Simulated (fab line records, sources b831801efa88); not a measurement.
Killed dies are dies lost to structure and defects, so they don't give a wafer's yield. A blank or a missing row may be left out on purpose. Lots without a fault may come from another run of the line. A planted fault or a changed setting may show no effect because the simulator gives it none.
Which tool did it? | flow sky130 | 13 lots, 39 wafers sampled, at 3 steps of a route of 708

WHAT THE GAUGES READ, wafer by wafer
SKY_CONTACT_OVL_MEAS_15.
lot  | measured     | on         | CONTACT_OVL (nm)
L392 | day 31 12:45 | overlay-02 | -7 -9 -2
L393 | day 32 02:02 | overlay-01 | -1 -4 1
L395 | day 32 09:18 | overlay-02 | -5 -9 -9
L397 | day 33 08:46 | overlay-02 | -7 -10 -6
L398 | day 33 17:35 | overlay-02 | -6 -7 -6
L399 | day 34 05:25 | overlay-02 | -3 -2 0
L401 | day 34 13:19 | overlay-02 | -18 -18 -12
L412 | day 38 00:51 | overlay-01 | -2 8 -1
L413 | day 38 07:01 | overlay-01 | 0 -6 -7
L414 | day 38 12:57 | overlay-02 | 3 1 -4
L415 | day 39 09:52 | overlay-02 | -4 1 7

SKY_VIA2_CD_MEAS_12: target cd 200 nm.
lot  | measured     | on        | cd_nm (nm)
L392 | day 36 04:59 | cd_sem-02 | 197.7 198.2 196.9
L393 | day 36 18:41 | cd_sem-02 | 198.8 199.5 198.8
L395 | day 36 23:33 | cd_sem-02 | 198.1 199.3 199.2
L397 | day 37 22:41 | cd_sem-02 | 197.1 197.4 196.8
L398 | day 38 05:58 | cd_sem-01 | 198.9 199.6 201.4
L399 | day 38 17:59 | cd_sem-01 | 198.6 199.2 200.8
L401 | day 39 02:44 | cd_sem-02 | 202.2 202.8 201.5
L412 | day 42 09:41 | cd_sem-02 | 199.3 200.0 200.1
L413 | day 42 14:38 | cd_sem-02 | 199.5 198.5 200.0
L414 | day 42 23:29 | cd_sem-02 | 199.0 200.3 200.0
L415 | day 43 14:35 | cd_sem-01 | 198.3 198.6 199.3

WHICH TOOL RAN EACH LOT (tool, then ch and the chambers of the sampled wafers, then the start)
lot  | SKY_LI_CONTACT_CMP_24
L392 | cmp-02 ch 0,2, day 29 03:06
L393 | cmp-01 ch 0,1,2, day 29 16:15
L395 | cmp-02 ch 0,1,3, day 30 00:15
L397 | cmp-02 ch 1,2,3, day 31 01:02
L398 | cmp-01 ch 0,2,3, day 31 09:24
L399 | cmp-01 ch 0,3, day 31 21:41
L401 | cmp-01 ch 0,2,3, day 32 05:35
L407 | cmp-01 ch 0,2,3, day 34 04:34
L408 | cmp-02 ch 0,2,3, day 34 19:39
L412 | cmp-02 ch 0,1,2, day 35 18:41
L413 | cmp-01 ch 0,1,3, day 36 02:16
L414 | cmp-01 ch 0,1, day 36 07:16
L415 | cmp-01 ch 0,1,2, day 37 05:49
- SKY_LI_CONTACT_CMP_24: polishes, stops on PSG, t overpolish 20 s, target thk 0 nm.

WHAT THE TOOLS THEMSELVES READ (means of the sampled wafers that have a number; where no wafer has one, the mark that the record gives instead)
SKY_LI_CONTACT_CMP_24.
lot  | tool   | edge_zone_pressure_frac | head_pressure_psi (psi) | motor_current_A (A) | overpolish_run_s (s) | time_to_endpoint_s (s)
L392 | cmp-02 | 0.996                   | 3.506                   | 10.7                | 19.996               | 107
L393 | cmp-01 | 0.999                   | 3.500                   | 10.3                | 19.997               | 106
L395 | cmp-02 | 1.001                   | 3.502                   | 11.7                | 20.000               | 104
L397 | cmp-02 | 0.997                   | 3.506                   | 11.3                | 20.005               | 101
L398 | cmp-01 | 1.003                   | 3.503                   | 10.0                | 20.005               | 107
L399 | cmp-01 | 0.996                   | 3.497                   | 10.2                | 20.006               | 105
L401 | cmp-01 | 1.002                   | 3.513                   | 10.1                | 20.001               | 106
L407 | cmp-01 | -                       | -                       | -                   | -                    | -
L408 | cmp-02 | -                       | -                       | -                   | -                    | -
L412 | cmp-02 | 1.009                   | 3.507                   | 10.6                | 19.995               | 109
L413 | cmp-01 | 0.993                   | 3.494                   | 10.3                | 20.002               | 104
L414 | cmp-01 | 0.998                   | 3.498                   | 10.5                | 20.009               | 105
L415 | cmp-01 | 1.000                   | 3.509                   | 10.2                | 20.000               | 107

THE ANSWER, worked out from the rows above alone
Rule: what is usual is taken from the lots themselves. Put in order of their means at a reading, lots are off if they are a third of the lots or fewer, leave a main group of 4 or more, and stand apart from it by a gap of 3 or more times the standard deviation of the main group's means; of several such gaps the widest counts. A main group whose means are all the same, to the digits that the tables above print for the reading, isn't used. A lot without any number at a reading at which 4 lots or more have one is off too. The other lots that the step has rows for count as sound. The gauges are gone through in route order, then the tools' own readings, and for those a lot's mean is taken as printed above. The first step at which some lot is off is used, and at that step the reading that is off furthest; a lot without a number counts as furthest.
Off: L407, L408, at SKY_LI_CONTACT_CMP_24 (edge_zone_pressure_frac). Without a number there: L407, L408. The main group: mean 0.999, standard deviation 0.0041.
A tool fits if, at that step or a process step before it, it ran every lot that is off, and no sound lot after the first of them. None of those tried fits.

WHAT THE SIMULATOR HAD PUT IN
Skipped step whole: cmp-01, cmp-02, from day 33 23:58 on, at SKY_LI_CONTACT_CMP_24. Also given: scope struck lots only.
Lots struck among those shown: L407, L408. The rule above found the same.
